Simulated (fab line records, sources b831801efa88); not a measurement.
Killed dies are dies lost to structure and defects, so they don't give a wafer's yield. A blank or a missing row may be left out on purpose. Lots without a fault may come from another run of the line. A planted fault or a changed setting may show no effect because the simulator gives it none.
fab line records | flow sky130
record lots=5 wafers=15 last_day=48
route steps=708 shown PAD_OPEN@698
lots that met no fault: from a run of the same line without faults
start_h: hours from the record's first day to the start of the lot's first wafer shown | wait_h: hours since the lot's step before | " the same as in the row above | L1.1+2: a row that stands for several wafers | - no value, or no start given | * or withheld: withheld | < > ~ a bound
route shown NAME@n: a module of which the file shows steps, and the number in the route of the first | usual: mean/standard deviation of fault-free wafers | same: alike in all rows | chamber/n: place in a boat | sites: the reading at each site | _std_site: their standard deviation | _edge_site: outer sites' mean less inner sites' | radius_mm: how far each site lies from the wafer's centre | mask NAME#n: copy n | behind: the tool/chamber that last shaped the wafer | hold: why the lot was held/for how many hours/how that ended | device: the transistor (n, p or np) that didn't switch | end of line: the same wafers' tests at the end of the route | a step without rows: its recipe alone | killed: dies lost to structure and defects at the first sort, not the wafer's yield | map: a wafer's dies, x killed, . not, _ none there
set.NAME: the setting as run; set.NAME@STEP: as run at that earlier step | model.NAME: the simulator's own value behind a step, which no gauge read
lots at some steps of the route; a table a step, a row a wafer
services: from which hour (start_h, from the record's first day; less than 0 if before it) a tool's chamber was out of use, for how many hours, and why
## steps
# step SKY_PAD_OPEN_EXPOSE_04
# recipe mask_id=PDM target_cd_nm=60000 na=0.57 dose_mj=260
# columns lot.wafer tool chamber start_h wait_h mask
L074.1+3+6 iline_stepper-01 0 - - PDM#0
L075.3+5+6 iline_stepper-01 0 - - PDM#0
L080.2+4+6 iline_stepper-01 0 - - PDM#0
L081.2+3+4 iline_stepper-02 0 - - PDM#0
L086.2+5+6 iline_stepper-02 0 - - PDM#0
# step SKY_PAD_OPEN_PEB_05
# recipe temp_c=115 time_s=withheld
# columns lot.wafer tool chamber start_h wait_h
L074.1+3+6 litho_track-03 0 - -
L075.3+5+6 litho_track-02 0 - -
L080.2+4+6 litho_track-04 0 - -
L081.2+3+4 litho_track-03 0 - -
L086.2+5+6 litho_track-02 0 - -
# step SKY_PAD_OPEN_DEVELOP_06
# recipe develop_time_s=60 dev_temp_c=23
# columns lot.wafer tool chamber start_h wait_h
L074.1+3+6 litho_track-03 0 - -
L075.3+5+6 litho_track-02 0 - -
L080.2+4+6 litho_track-04 0 - -
L081.2+3+4 litho_track-03 0 - -
L086.2+5+6 litho_track-02 0 - -
# step SKY_PAD_OPEN_ETCH_07
# recipe chemistry=CF4/O2 target_depth_nm=725 stop_on=AlCu source_w=800 bias_w=150 pressure_mtorr=150 cf4_flow_sccm=80 O2_flow_sccm=10 time_s=161.1
# usual drypump_motor_current_A=5.7/0.35 oes_product_au=0.976/0.0068 throttle_valve_pct=5.963/0.0091
# columns lot.wafer tool chamber start_h wait_h drypump_motor_current_A oes_product_au rf_hours_counter_h throttle_valve_pct
L074.1 rie_diel-04 0 1075.65 - 6.1 0.975 3 5.972
L074.3 " 2 " " 5.2 0.976 16 5.967
L074.6 " 2 " " 5.2 0.977 - 5.956
L075.3 rie_diel-03 1 1082.48 - 5.8 0.979 21 5.972
L075.5 " 3 " " 6.0 0.989 - 5.958
L075.6 " 0 " " 6.1 0.984 - 5.964
L080.2 rie_diel-02 1 1113.53 - 5.8 0.978 25 5.967
L080.4 " 2 " " 5.3 0.969 14 5.951
L080.6 " 2 " " 5.3 0.977 - 5.963
L081.2 rie_diel-04 1 1117.90 - 6.0 0.973 16 5.961
L081.3 " 3 " " 6.0 0.972 16 5.961
L081.4 " 2 " " 5.2 0.985 17 5.962
L086.2 rie_diel-02 0 1153.58 - 5.4 0.979 28 5.958
L086.5 " 1 " " 5.7 0.978 - 5.969
L086.6 " 0 " " 5.4 0.981 - 5.953
# step SKY_PAD_OPEN_STRIP_08
# recipe chemistry=O2/N2 power_w=1400 pressure_mtorr=1500 platen_temp_c=withheld overash_fraction=0.7 o2_flow_sccm=3000 n2_flow_sccm=300
# usual drypump_motor_current_A=5.6/0.62 oes_product_au=0.663/0.0042 strip_time_to_endpoint_s=36.99/0.099
# columns lot.wafer tool chamber start_h wait_h drypump_motor_current_A oes_product_au rf_hours_counter_h strip_time_to_endpoint_s
L074.1 plasma_asher-04 0 1075.75 0.1 4.7 0.660 1 37.16
L074.3 " 0 " " 4.7 0.659 - 37.01
L074.6 " 0 " " 4.7 0.663 - 37.10
L075.3 plasma_asher-04 1 1082.62 0.1 5.4 0.668 - 36.73
L075.5 " 1 " " 5.4 0.662 - 36.79
L075.6 " 0 " " 4.8 0.667 - 36.85
L080.2 plasma_asher-04 0 1113.64 0.1 4.7 0.669 5 37.04
L080.4 " 0 " " 4.7 0.658 - 37.04
L080.6 " 1 " " 5.4 0.659 - 37.01
L081.2 plasma_asher-02 0 1118.00 0.1 6.6 0.669 67 37.15
L081.3 " 0 " " 6.6 0.660 - 37.10
L081.4 " 1 " " 6.1 0.663 - 37.08
L086.2 plasma_asher-04 1 1153.69 0.1 5.4 0.664 9 36.74
L086.5 " 0 " " 4.7 0.660 - 36.97
L086.6 " 1 " " 5.4 0.659 - 36.98
# step SKY_PAD_OPEN_STRIP_09
# recipe chemistry=post_etch_residue_remover time_s=1200 temp_c=72.5
# usual bath_guard_temp_C=72.4/0.53
# columns lot.wafer tool chamber start_h wait_h bath_guard_temp_C
L074.1 wet_bench-04 1 1075.85 0.1 72.2
L074.3 " 1 " " 72.1
L074.6 " 1 " " 72.3
L075.3 wet_bench-01 1 1082.69 0.0 72.5
L075.5 " 1 " " 72.8
L075.6 " 1 " " 72.3
L080.2 wet_bench-04 0 1113.74 0.1 72.7
L080.4 " 0 " " 72.2
L080.6 " 0 " " 72.3
L081.2 wet_bench-01 2 1118.12 0.1 72.7
L081.3 " 2 " " 73.1
L081.4 " 2 " " 73.2
L086.2 wet_bench-04 3 1153.79 0.1 71.8
L086.5 " 3 " " 71.7
L086.6 " 3 " " 71.9
# step SKY_PAD_OPEN_CLEAN_10
# recipe chemistry=IPA time_s=180 temp_c=25
# columns lot.wafer tool chamber start_h wait_h
L074.1+3+6 wet_bench-01 0 1076.22 0.0
L075.3+5+6 wet_bench-02 2 1083.03 0.0
L080.2+4+6 wet_bench-04 3 1114.42 0.0
L081.2+3+4 wet_bench-04 1 1118.53 0.0
L086.2+5+6 wet_bench-04 1 1154.16 0.0
# step SKY_PAD_OPEN_CLEAN_11
# recipe chemistry=O3/DIW dry=n2_spin
# columns lot.wafer tool chamber start_h wait_h
L074.1+3+6 wet_bench-02 1 1076.28 0.0
L075.3+5+6 wet_bench-04 2 1083.09 0.0
L080.2+4+6 wet_bench-04 3 1114.54 0.0
L081.2+3+4 wet_bench-04 2 1118.58 0.0
L086.2+5+6 wet_bench-04 2 1154.23 0.0
# step SKY_PAD_OPEN_ANNEAL_12
# recipe temp_c=400 time_s=withheld ambient=N2/H2 idle_temp_c=300 ramp_up_c_per_min=8 ramp_down_c_per_min=4
# usual zone_power_upper_pct=4.5/0.33
# columns lot.wafer tool chamber start_h wait_h zone_power_upper_pct
L074.1 furnace-01 0 1076.37 0.0 4.8
L074.3 " 0 " " 4.9
L074.6 " 0 " " 4.9
L075.3 furnace-02 0 1083.18 0.0 4.1
L075.5 " 0 " " 4.3
L075.6 " 0 " " 4.2
L080.2 furnace-02 0 1114.72 0.0 4.1
L080.4 " 0 " " 4.2
L080.6 " 0 " " 4.1
L081.2 furnace-02 0 1118.68 0.0 4.2
L081.3 " 0 " " 4.1
L081.4 " 0 " " 4.2
L086.2 furnace-02 0 1154.33 0.0 4.1
L086.5 " 0 " " 4.2
L086.6 " 0 " " 4.2
# step SKY_PAD_OPEN_BOW_MEAS_13
# recipe mode=bow
# usual PAD_OPEN_BOW=45/7.4
# columns lot.wafer tool chamber start_h wait_h PAD_OPEN_BOW[um]
L074.1 film_metro-04 - 1077.87 - 43
L074.3 " - " " 54
L074.6 " - " " 50
L075.3 film_metro-03 - 1084.72 - 34
L075.5 " - " " 42
L075.6 " - " " 49
L080.2 film_metro-04 - 1116.24 - 52
L080.4 " - " " 51
L080.6 " - " " 47
L081.2 film_metro-03 - 1120.20 - 36
L081.3 " - " " 38
L081.4 " - " " 34
L086.2 film_metro-01 - 1155.85 - 50
L086.5 " - " " 50
L086.6 " - " " 61
# step SKY_PAD_OPEN_PROBE_99
# usual defect_limited_yield=82.9/2 killed_at_M0_to_M3=42/7.6 killed_at_M4_up=2.9/1.7 killed_at_contacts=24/5.1 killed_at_front_end=15/4 killed_at_other=0.2/0.38 killed_dies=84/9.9 killed_open=46/7.2 killed_short=38/6.6 sort_bin_3_pad_short=0.9/0.38 sort_bin_5_function=10.2/1.5 sort_bin_6_memory=6.0/1 sort_n_pass=408/9.9 sort_yield_pct=82.9/2
# same gross_dies=492 killed_at_back_side=0 sort_bin_4_leakage[%]=0 sort_bin_8_speed[%]=0
# columns lot.wafer tool chamber start_h wait_h defect_limited_yield[%] killed_at_M0_to_M3 killed_at_M4_up killed_at_contacts killed_at_front_end killed_at_other killed_dies killed_open killed_short sort_bin_3_pad_short[%] sort_bin_5_function[%] sort_bin_6_memory[%] sort_n_pass sort_yield_pct[%]
L075.3 prober-01 - 1084.90 0.2 82.5 37 1 25 23 0 86 48 38 1.0 9.6 6.9 406 82.5
L075.5 prober-01 - 1085.00 0.2 78.5 46 5 33 22 0 106 53 53 0.6 14.2 6.7 386 78.5
L075.6 prober-01 - 1085.05 0.2 86.4 26 1 21 18 1 67 42 25 0.4 7.7 5.5 425 86.4
L086.2 prober-02 - 1156.00 0.1 82.3 38 4 33 11 1 87 49 38 1.2 10.6 5.9 405 82.3
L086.5 prober-02 - 1156.15 0.2 82.3 45 3 25 14 0 87 56 31 0.6 10.8 6.3 405 82.3
L086.6 prober-02 - 1156.20 0.2 83.3 46 2 22 12 0 82 56 26 0.4 8.7 7.5 410 83.3
# killed by level:class
L075.3 CONTACT:geometric_particle:open=9 METAL2:geometric_particle:short=9 FIELD_ISO:geometric_particle:open=7 VIA1:geometric_particle:short=6 POLY_GATE:geometric_particle:short=6 LI_CONTACT:geometric_particle:open=6 POLY_GATE:geometric_particle:open=5 LOCAL_INTERCONNECT:geometric_particle:short=5
L075.5 CONTACT:geometric_particle:open=12 VIA1:geometric_particle:open=10 LI_CONTACT:geometric_particle:open=9 METAL1:geometric_particle:short=7 METAL3:geometric_particle:short=7 VIA3:geometric_particle:open=6 FIELD_ISO:geometric_particle:open=5 VIA1:geometric_particle:short=5
L075.6 LI_CONTACT:geometric_particle:open=9 FIELD_ISO:geometric_particle:open=8 VIA1:geometric_particle:open=5 METAL2:geometric_particle:short=5 FIELD_ISO:geometric_particle:short=4 VIA2:geometric_particle:open=4 CONTACT:geometric_particle:open=4 VIA3:geometric_particle:open=4
L086.2 LI_CONTACT:geometric_particle:open=11 CONTACT:geometric_particle:open=10 CONTACT:geometric_particle:short=8 VIA1:geometric_particle:short=7 VIA1:geometric_particle:open=7 VIA3:geometric_particle:open=6 VIA3:geometric_particle:short=5 POLY_GATE:geometric_particle:short=4
L086.5 VIA1:geometric_particle:open=13 LI_CONTACT:geometric_particle:open=8 CONTACT:geometric_particle:open=7 VIA1:geometric_particle:short=7 VIA2:geometric_particle:open=7 VIA3:geometric_particle:open=5 POLY_GATE:geometric_particle:short=4 CONTACT:geometric_particle:short=4
L086.6 VIA3:geometric_particle:open=12 VIA1:geometric_particle:open=12 CONTACT:geometric_particle:open=10 POLY_GATE:geometric_particle:open=7 METAL1:geometric_particle:short=5 METAL2:geometric_particle:short=4 VIA2:geometric_particle:open=4 LI_CONTACT:geometric_particle:open=3
## services
# columns tool chamber start_h hours kind
plasma_asher-04 - 1045.42 1.6 repair
rie_diel-02 2 1046.76 4.1 repair
plasma_asher-04 - 1055.25 9.0 pm
plasma_asher-04 0 1055.25 9.0 vent_cycle
plasma_asher-04 1 1055.25 9.0 vent_cycle
rie_diel-02 2 1057.46 16.1 repair
furnace-01 - 1068.64 2.9 pm
rie_diel-04 2 1080.93 2.9 repair
rie_diel-03 2 1081.07 3.4 repair
furnace-01 - 1082.24 23.6 repair
rie_diel-03 3 1084.27 4.8 repair
rie_diel-02 0 1094.13 16.7 repair
plasma_asher-02 - 1095.07 1.7 repair
plasma_asher-02 - 1101.59 6.3 repair
furnace-02 - 1106.67 2.9 pm
furnace-01 - 1110.65 10.1 pm
iline_stepper-01 - 1114.79 1.7 pm
rie_diel-04 1 1118.11 67.9 repair
rie_diel-03 2 1118.41 3.8 repair
furnace-01 - 1120.77 3.9 pm
furnace-02 - 1124.62 14.8 pm
rie_diel-02 2 1129.38 8.3 repair
plasma_asher-04 - 1137.33 2.8 pm
iline_stepper-01 - 1148.69 2.7 repair
## key
fault none
